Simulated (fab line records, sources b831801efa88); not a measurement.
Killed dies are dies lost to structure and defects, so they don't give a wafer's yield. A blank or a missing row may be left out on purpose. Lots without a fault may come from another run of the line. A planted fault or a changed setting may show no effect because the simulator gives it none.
A struck lot beside a sound one | flow sky130 | 44 steps out of a route of 708
Sound: wafers L237.1, L237.4, L237.5. Struck: wafers L244.1, L244.2, L244.4. The cause comes at the end.
At each step with rows: each side's tool, then ch and its chambers, then its first start. Under that, the readings that differ: sound wafers | struck wafers | difference of the means | sigmas: that difference in standard deviations of wafers without a fault.
alike: readings whose means differ by less than 2 such deviations, and words and numbers that are the same on both sides. not compared: withheld readings, readings that some wafer has no value for, bounds like >300 that may hide the same value, and numbers for which the record gives no deviation and whose values overlap.
The two part at a step that has a row with sigmas, a row that says differs or no value, or rows on one side only. Numbers that don't overlap but have no deviation are shown without sigmas and don't part them. A reading that every wafer of one side lacks parts them only if that side has two wafers or more.

first, 3 steps without rows for these wafers: SKY_FIELD_ISO_CLEAN_20 (cleans in dHF, time 20 s); SKY_FIELD_ISO_WET_ETCH_21 (etches SiO2 in dHF, target depth 20 nm, time 400 s); SKY_FIELD_ISO_OXIDATION_22 (stabilise 600 s, purge 300 s, target thk 10 nm).
SKY_FIELD_ISO_THK_MEAS_23:
  sound on film_metro-04, day 3 07:57; struck on film_metro-02, day 4 20:49
  alike: FIELD_ISO_OXIDATION_01_THK
then, 1 step without rows for these wafers: SKY_FIELD_ISO_CVD_24 (deposits SiO2, target thk 595 nm, time 99.2 s).
SKY_FIELD_ISO_THK_MEAS_25:
  sound on film_metro-03, day 3 08:07; struck on film_metro-04, day 4 20:56
  alike: FIELD_ISO_CVD_24_THK
then, 1 step without rows for these wafers: SKY_FIELD_ISO_ANNEAL_26 (time 1800 s).
SKY_FIELD_ISO_CMP_27: polishes, stops on Si3N4, t overpolish 16 s, target thk 457.8 nm.
  sound on cmp-01 ch 0,2,3, day 3 11:33; struck on cmp-02 ch 0,1,3, day 4 22:30
  alike: motor_current_A, overpolish_run_s, time_to_endpoint_s
then, 4 steps without rows for these wafers: SKY_FIELD_ISO_WET_ETCH_28 (etches SiO2 in dHF, target depth 23.7 nm, time 47 s); SKY_FIELD_ISO_WET_ETCH_29 (etches Si3N4 in H3PO4, target depth 160 nm, time 1825 s); SKY_FIELD_ISO_WET_ETCH_30 (etches SiO2 in dHF, target depth 25 nm, time 50 s); SKY_NWELL_CLEAN_00 (cleans in SC1/SC2, time 150 s).
SKY_NWELL_OXIDATION_01: stabilise 600 s, purge 300 s, target thk 10 nm.
  sound on furnace-02 ch 0, day 3 12:22; struck on furnace-01 ch 0, day 5 01:01
  reading       | sound             | struck            | difference | sigmas
  ox_temp_c_max | 902.7 903.5 902.7 | 905.9 906.1 909.0 | +4.0       | +3
SKY_NWELL_THK_MEAS_02:
  sound on film_metro-04, day 3 13:46; struck on film_metro-03, day 5 02:38
  reading                  | sound          | struck            | difference | sigmas
  NWELL_OXIDATION_THK (nm) | 9.86 9.75 9.86 | 15.74 15.96 16.11 | +6.11      | +36
then, 8 steps without rows for these wafers: SKY_DNWELL_DEHYDRATE_00 (time 60 s); SKY_DNWELL_HMDS_01 (prime time 60 s); SKY_DNWELL_COAT_02 (resist thk 3000 nm); SKY_DNWELL_SOFTBAKE_03; SKY_DNWELL_EXPOSE_04 (exposes mask DNM, target cd 3000 nm); SKY_DNWELL_PEB_05; SKY_DNWELL_DEVELOP_06 (develop time 60 s); SKY_DNWELL_IMPLANT_07.
SKY_DNWELL_STRIP_08: strips in O2/N2.
  sound on plasma_asher-04 ch 0,1, day 4 07:11; struck on plasma_asher-01 ch 0,1, day 5 18:38
  alike: drypump_motor_current_A, oes_product_au, strip_time_to_endpoint_s
  not compared: rf_hours_counter_h
SKY_DNWELL_TW_MEAS_09:
  sound on film_metro-01, day 4 07:17; struck on film_metro-01, day 5 18:44
  alike: DNWELL_TW
then, 7 steps without rows for these wafers: SKY_PWDE_DEHYDRATE_00 (time 60 s); SKY_PWDE_HMDS_01 (prime time 60 s); SKY_PWDE_COAT_02 (resist thk 3000 nm); SKY_PWDE_SOFTBAKE_03; SKY_PWDE_EXPOSE_04 (exposes mask PWDEM, target cd 840 nm); SKY_PWDE_PEB_05; SKY_PWDE_DEVELOP_06 (develop time 60 s).
SKY_PWDE_OVL_MEAS_07:
  sound on overlay-01, day 4 23:48; struck on overlay-02, day 6 12:14
  alike: PWDE_OVL
then, 1 step without rows for these wafers: SKY_PWDE_IMPLANT_08.
SKY_PWDE_STRIP_09: strips in O2/N2.
  sound on plasma_asher-01 ch 0,1, day 4 23:59; struck on plasma_asher-03 ch 0,1, day 6 12:25
  reading                     | sound       | struck      | difference | sigmas
  drypump_motor_current_A (A) | 5.6 5.3 5.2 | 5.5 6.7 6.7 | +0.9       | +3
  alike: oes_product_au, strip_time_to_endpoint_s
  not compared: rf_hours_counter_h
SKY_PWDE_TW_MEAS_10:
  sound on film_metro-03, day 5 00:05; struck on film_metro-01, day 6 12:31
  reading | sound       | struck      | difference | sigmas
  PWDE_TW | 371 368 370 | 378 376 378 | +8         | +2
then, 7 steps without rows for these wafers: SKY_NWELL_DEHYDRATE_03 (time 60 s); SKY_NWELL_HMDS_04 (prime time 60 s); SKY_NWELL_COAT_05 (resist thk 3000 nm); SKY_NWELL_SOFTBAKE_06; SKY_NWELL_EXPOSE_07 (exposes mask NWM, target cd 840 nm); SKY_NWELL_PEB_08; SKY_NWELL_DEVELOP_09 (develop time 60 s).
SKY_NWELL_CLEAN_27: cleans in SC1/SC2, time 150 s.
  sound on wet_bench-04 ch 0, day 6 12:40; struck on wet_bench-01 ch 1, day 8 07:47
  reading                                      | sound             | struck            | difference | sigmas
  model.SiO2_of_NWELL_OXIDATION_01.thk_nm (nm) | 9.479 9.425 9.485 | 15.43 15.64 15.79 | +6.16      |
  alike: bath_heat_duty_pct
-- the record jumps here: 40 days lie between the struck wafers' starts before and after (it left off in module NWELL and takes up again in module PAD_OPEN, whose first step shown is number 708 of the route) --
SKY_PAD_OPEN_PROBE_99:
  sound on prober-01, day 46 18:23; struck on prober-02, day 48 19:05
  reading                                    | sound                         | struck                        | difference | sigmas
  model.etest.nfet_16v.r_on_ohm_um           | 1.388e+04 1.412e+04 1.395e+04 | 1.359e+04 1.362e+04 1.372e+04 | -3.400e+02 |
  model.etest.tip_p.rs_ohm_sq                | 6871 6917 6881                | 7173 7234 7279                | +339       |
  model.etest.pfet_01v8.r_on_ohm_um          | 2938 2942 2930                | 3046 2991 3086                | +104       |
  model.etest.pfet_g5v0d10v5.r_on_ohm_um     | 4763 4810 4765                | 4871 4920 4898                | +117       |
  model.etest.res_pwell_under_gate.rs_ohm_sq | 2308 2295 2316                | 2334 2339 2329                | +28        |
  model.etest.pfet_01v8_mvt.drive_ua_um      | 147.3 149.2 150.2             | 136.4 138.3 134.1             | -12.6      |
  model.etest.pfet_01v8.drive_ua_um          | 188.2 187.9 190.1             | 179.6 183.1 175.5             | -9.3       |
  model.etest.pfet_g5v0d10v5.drive_ua_um     | 341.2 334.3 338.6             | 330.3 329.2 331               | -7.9       |
  alike: killed_at_M0_to_M3, killed_at_M4_up, killed_at_contacts, killed_at_front_end, killed_at_other, killed_dies, killed_open, killed_short

WHERE THEY PART
First at SKY_NWELL_OXIDATION_01; last, within this record, at SKY_PWDE_TW_MEAS_10. Later steps at which nothing parts them and some readings are alike: SKY_NWELL_CLEAN_27, SKY_PAD_OPEN_PROBE_99.

WHY: what the simulator had put in
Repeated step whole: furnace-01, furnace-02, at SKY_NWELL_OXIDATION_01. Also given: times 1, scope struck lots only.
